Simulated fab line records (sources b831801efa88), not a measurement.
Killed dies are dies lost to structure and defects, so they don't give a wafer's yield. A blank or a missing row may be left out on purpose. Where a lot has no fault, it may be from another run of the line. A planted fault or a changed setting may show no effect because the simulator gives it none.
Which of the tools did it? + flow gf180mcu + 11 lots with 33 wafers sampled at 6 steps, on a route of 602 steps

== WHAT EACH GAUGE READ, for each wafer ==
GF_V5_THK_MEAS_01. Usual: V5_CVD_00_THK typically reads 299.5 nm, with standard deviation 3.
| lot  | measured     | on            | V5_CVD_00_THK (nm) | flag |
|------|--------------|---------------|--------------------|------|
| L124 | day 26 20:18 | film-metro-02 | 295.2 296.0 295.6  |      |
| L127 | day 28 02:54 | film-metro-03 | 302.0 299.5 299.5  |      |
| L128 | day 28 12:38 | film-metro-02 | 296.3 296.5 298.1  |      |
| L129 | day 28 22:51 | film-metro-02 | 300.2 297.6 300.1  |      |
| L131 | day 29 02:19 | film-metro-04 | 301.7 298.6 297.8  |      |
| L133 | day 30 03:20 | film-metro-02 | 299.9 303.7 302.5  |      |
| L139 | day 31 16:43 | film-metro-02 | 300.6 296.2 299.6  |      |
| L141 | day 31 22:13 | film-metro-03 | 298.3 301.1 305.9  |      |
| L142 | day 32 09:46 | film-metro-04 | 300.0 296.7 298.0  |      |
| L147 | day 33 07:13 | film-metro-03 | 304.8 298.2 306.6  |      |
| L146 | day 33 08:34 | film-metro-04 | 299.1 302.1 301.9  |      |

GF_TOP_METAL_RS_MEAS_05: uses a four-point probe to measure. Usual: TOP_METAL_ALCU_RS typically reads 0.03272 ohm/sq, with standard deviation 0.00024.
| lot  | measured     | on            | TOP_METAL_ALCU_RS (ohm/sq) | flag |
|------|--------------|---------------|----------------------------|------|
| L124 | day 27 18:44 | film-metro-03 | 0.0326 0.03247 0.03218     |      |
| L127 | day 29 01:30 | film-metro-03 | 0.03292 0.03299 0.03295    |      |
| L128 | day 29 10:29 | film-metro-01 | 0.03246 0.03264 0.03258    |      |
| L129 | day 29 20:14 | film-metro-03 | 0.03289 0.03291 0.03688    | OFF  |
| L131 | day 30 00:17 | film-metro-03 | 0.03322 0.03336 0.03316    |      |
| L133 | day 30 23:54 | film-metro-04 | 0.03253 0.0364 0.03264     | OFF  |
| L139 | day 32 12:50 | film-metro-01 | 0.03259 0.03272 0.03274    |      |
| L141 | day 32 17:30 | film-metro-01 | 0.03238 0.03256 0.03265    |      |
| L142 | day 33 04:49 | film-metro-04 | 0.0325 0.03275 0.03258     |      |
| L147 | day 34 01:39 | film-metro-01 | 0.03275 0.0326 0.03301     |      |
| L146 | day 34 02:37 | film-metro-03 | 0.03276 0.03311 0.03284    |      |

GF_TOP_METAL_THK_MEAS_06: measures by xrf. Usual: TOP_METAL_ALCU_THK typically reads 900 nm, with standard deviation 8.8.
| lot  | measured     | on            | TOP_METAL_ALCU_THK (nm) | flag |
|------|--------------|---------------|-------------------------|------|
| L124 | day 27 18:52 | film-metro-03 | 888 894 901             |      |
| L127 | day 29 01:37 | film-metro-03 | 898 892 894             |      |
| L128 | day 29 10:37 | film-metro-01 | 913 911 911             |      |
| L129 | day 29 20:21 | film-metro-03 | 900 897 803             | OFF  |
| L131 | day 30 00:23 | film-metro-03 | 881 875 877             |      |
| L133 | day 31 00:01 | film-metro-04 | 910 812 906             |      |
| L139 | day 32 12:57 | film-metro-01 | 902 900 898             |      |
| L141 | day 32 17:37 | film-metro-01 | 913 903 902             |      |
| L142 | day 33 04:54 | film-metro-04 | 909 905 905             |      |
| L147 | day 34 01:45 | film-metro-01 | 911 911 897             |      |
| L146 | day 34 02:44 | film-metro-03 | 897 886 893             |      |

GF_TOP_METAL_CD_MEAS_14: target cd 440 nm. Usual: cd-nm 439.3 nm, standard deviation 2.2.
| lot  | measured     | on        | cd-nm (nm)        | flag |
|------|--------------|-----------|-------------------|------|
| L124 | day 28 15:10 | cd-sem-02 | 437.3 435.8 436.1 |      |
| L127 | day 29 20:53 | cd-sem-01 | 438.0 440.1 438.9 |      |
| L128 | day 30 05:28 | cd-sem-01 | 435.2 435.3 433.7 |      |
| L129 | day 30 14:37 | cd-sem-01 | 440.0 438.0 439.9 |      |
| L131 | day 30 18:34 | cd-sem-02 | 439.9 439.4 442.0 |      |
| L133 | day 31 17:48 | cd-sem-02 | 442.1 441.3 437.2 |      |
| L139 | day 33 05:22 | cd-sem-01 | 437.8 439.1 438.2 |      |
| L141 | day 33 09:59 | cd-sem-01 | 438.6 438.4 438.7 |      |
| L142 | day 33 20:30 | cd-sem-01 | 439.7 439.3 440.4 |      |
| L147 | day 34 17:22 | cd-sem-01 | 441.6 441.3 439.8 |      |
| L146 | day 35 02:48 | cd-sem-02 | 441.5 440.2 439.9 |      |

== WHICH TOOL RAN EACH LOT (tool, then ch and the chambers of the sampled wafers, then the start) ==
| lot  | GF_V5_CVD_02                    | GF_TOP_METAL_SPUTTER_02      |
|------|---------------------------------|------------------------------|
| L124 | pecvd-01 ch 0,1, day 26 20:22   | pvd-sputter-04, day 27 18:39 |
| L127 | pecvd-01 ch 0,2, day 28 02:57   | pvd-sputter-03, day 29 01:23 |
| L128 | pecvd-01 ch 0,1,2, day 28 12:42 | pvd-sputter-03, day 29 10:24 |
| L129 | pecvd-01 ch 1,2, day 28 22:54   | pvd-sputter-03, day 29 20:08 |
| L131 | pecvd-04 ch 0,1,2, day 29 02:21 | pvd-sputter-01, day 30 00:09 |
| L133 | pecvd-04 ch 0,2, day 30 03:24   | pvd-sputter-03, day 30 23:49 |
| L139 | pecvd-02 ch 0,1, day 31 16:46   | pvd-sputter-04, day 32 12:44 |
| L141 | pecvd-04 ch 0,1,2, day 31 22:16 | pvd-sputter-01, day 32 17:25 |
| L142 | pecvd-04 ch 0,1,2, day 32 09:50 | pvd-sputter-04, day 33 04:40 |
| L147 | pecvd-01 ch 0,2, day 33 07:15   | pvd-sputter-01, day 34 01:31 |
| L146 | pecvd-01 ch 0,2, day 33 08:37   | pvd-sputter-03, day 34 02:32 |
- GF_V5_CVD_02: deposits SiO2 from TEOS, target thk 1450 nm, time 163.28 s.
- GF_TOP_METAL_SPUTTER_02: material AlCu, target thk 900 nm, time 47.82 s.

== AS READ BY THE TOOLS THEMSELVES (means over the sampled wafers that have a number; for cases with no such wafer, the mark the record gives instead) ==
GF_V5_CVD_02. Usual: heater-power-outer-w 363 W, standard deviation 72; heater-power-w 645 W, standard deviation 94.
| lot  | tool     | heater-power-outer-w (W) | heater-power-w (W) | flag |
|------|----------|--------------------------|--------------------|------|
| L124 | pecvd-01 | 362                      | 625                |      |
| L127 | pecvd-01 | 347                      | 597                |      |
| L128 | pecvd-01 | 342                      | 602                |      |
| L129 | pecvd-01 | 357                      | 624                |      |
| L131 | pecvd-04 | 340                      | 629                |      |
| L133 | pecvd-04 | 277                      | 570                |      |
| L139 | pecvd-02 | 405                      | 733                |      |
| L141 | pecvd-04 | 349                      | 644                |      |
| L142 | pecvd-04 | 392                      | 703                |      |
| L147 | pecvd-01 | 374                      | 634                |      |
| L146 | pecvd-01 | 357                      | 616                |      |

GF_TOP_METAL_SPUTTER_02. Usual: throttle-valve-pct 30.2 %, standard deviation 1.
| lot  | tool           | throttle-valve-pct (%) | flag |
|------|----------------|------------------------|------|
| L124 | pvd-sputter-04 | 29.8                   |      |
| L127 | pvd-sputter-03 | 30.0                   |      |
| L128 | pvd-sputter-03 | 29.7                   |      |
| L129 | pvd-sputter-03 | 30.2                   |      |
| L131 | pvd-sputter-01 | 30.6                   |      |
| L133 | pvd-sputter-03 | 30.3                   |      |
| L139 | pvd-sputter-04 | 30.0                   |      |
| L141 | pvd-sputter-01 | 30.6                   |      |
| L142 | pvd-sputter-04 | 30.5                   |      |
| L147 | pvd-sputter-01 | 30.6                   |      |
| L146 | pvd-sputter-03 | 30.0                   |      |

== THE ANSWER, worked out from the rows above alone ==
Rule: take the mean of a lot's wafers that have a number; if it is more than 3 standard deviations from the usual mean, the lot is off. Also off: a lot with no number at a reading for which 4 or more lots have one. All remaining lots with rows at the step are treated as sound. After the gauges, taken in route order, come the tools' own readings; for these a lot's mean is taken, as printed above. At the first step where some lot is off, the reading lying furthest off is the one used; lots without a number count as furthest.
Off: at GF_TOP_METAL_RS_MEAS_05 (TOP_METAL_ALCU_RS), L129, L133.
If a tool, at a process step before that reading, ran all the lots that are off and no sound lot after the first of them, it fits. Those tools and the gauges at GF_TOP_METAL_RS_MEAS_05 are tried in the same way. Of those tried, none fits.

== WHAT THE SIMULATOR HAD PUT IN ==
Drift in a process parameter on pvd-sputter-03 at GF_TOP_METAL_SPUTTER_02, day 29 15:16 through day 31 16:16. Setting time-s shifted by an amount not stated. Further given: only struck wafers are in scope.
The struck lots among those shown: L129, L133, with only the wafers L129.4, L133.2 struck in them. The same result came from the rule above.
